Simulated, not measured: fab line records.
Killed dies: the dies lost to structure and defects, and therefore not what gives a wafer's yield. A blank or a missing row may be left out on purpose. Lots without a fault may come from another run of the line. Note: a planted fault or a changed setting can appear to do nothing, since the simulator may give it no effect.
Code-filled problem report in 8D (eight disciplines) form -- flow gf180mcu -- the parts of the form that need people (team, actions taken, sign-off) are left out

== 1. THE ISSUE ==
At GF_PSD_DEVELOP_06, developer_temp_C averages 22.30 C over 6 wafers from 2 lots, while fault-free wafers read 23.01 C, standard deviation 0.11. Relative to the usual mean, that is a shift of -6.5 standard deviations.
The step: develop time 61.21 s.
First observed at day 18 15:57: wafer L371.2, on litho_track-01. The record holds 42 wafers of 14 lots with a number at this step. Rule for "out", or "out of limits": more than 4 standard deviations from the usual mean. Any other wafer with a number is counted as sound.

== 2. WHAT IT IS AND WHAT IT IS NOT ==
question,is,is not
which readings at this step,developer_temp_C,-
which lots,"L371, L372","L359, L360, L361, L362, L363, L364, L377, L378, L379, L380, L381, L382"
which wafers of those lots,all that have a number,-
read on which tools,litho_track-01,"litho_track-02, litho_track-03"
when,from day 18 15:57,"up to then (18 sound wafers); but 18 sound wafers of L377, L378, L379, L380, L381, L382 came after"

== 3. WHAT RULES OUT EACH SUSPECT ==
Counting: any tool at a process step up to the reading is kept as a suspect provided that every lot that is out went through it and no sound lot did after the first of them.
- litho_track-01 at GF_PSD_DEVELOP_06 (develop time 61.21 s): ruled out as a lasting fault. The sound lots L379 went through it after L371, its earliest lot that is out (day 18 15:57).
Left after counting: nothing in the record.

== 4. THE CAUSE (what the simulator had put in) ==
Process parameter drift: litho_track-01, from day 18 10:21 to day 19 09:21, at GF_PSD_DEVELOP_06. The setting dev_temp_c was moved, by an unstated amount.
Counting ruled it out, wrongly.

== 5. THE CHAIN OF EFFECTS, in route order ==
Rows list readings where the struck wafers' mean (over those with a number) sits beyond 3 standard deviations from the usual. Scope: only readings with a usual standard deviation given in the record; hours: median across lots of the time from each lot's start at the first step in this table that gives one to its start at this step; sigmas: change in usual standard deviations.
hours,step,reading,usual,on struck wafers,change,sigmas
0,GF_PSD_DEVELOP_06,developer_temp_C,23.01 C,22.30,-0.71,-6.5
Process steps it contains:
- GF_PSD_DEVELOP_06: develop time 61.21 s.

== 6. HOW IT WOULD HAVE BEEN CAUGHT EARLIER ==
The fault began at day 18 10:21; the first out-of-limits reading in this record came at day 18 15:57, 6 hours later.
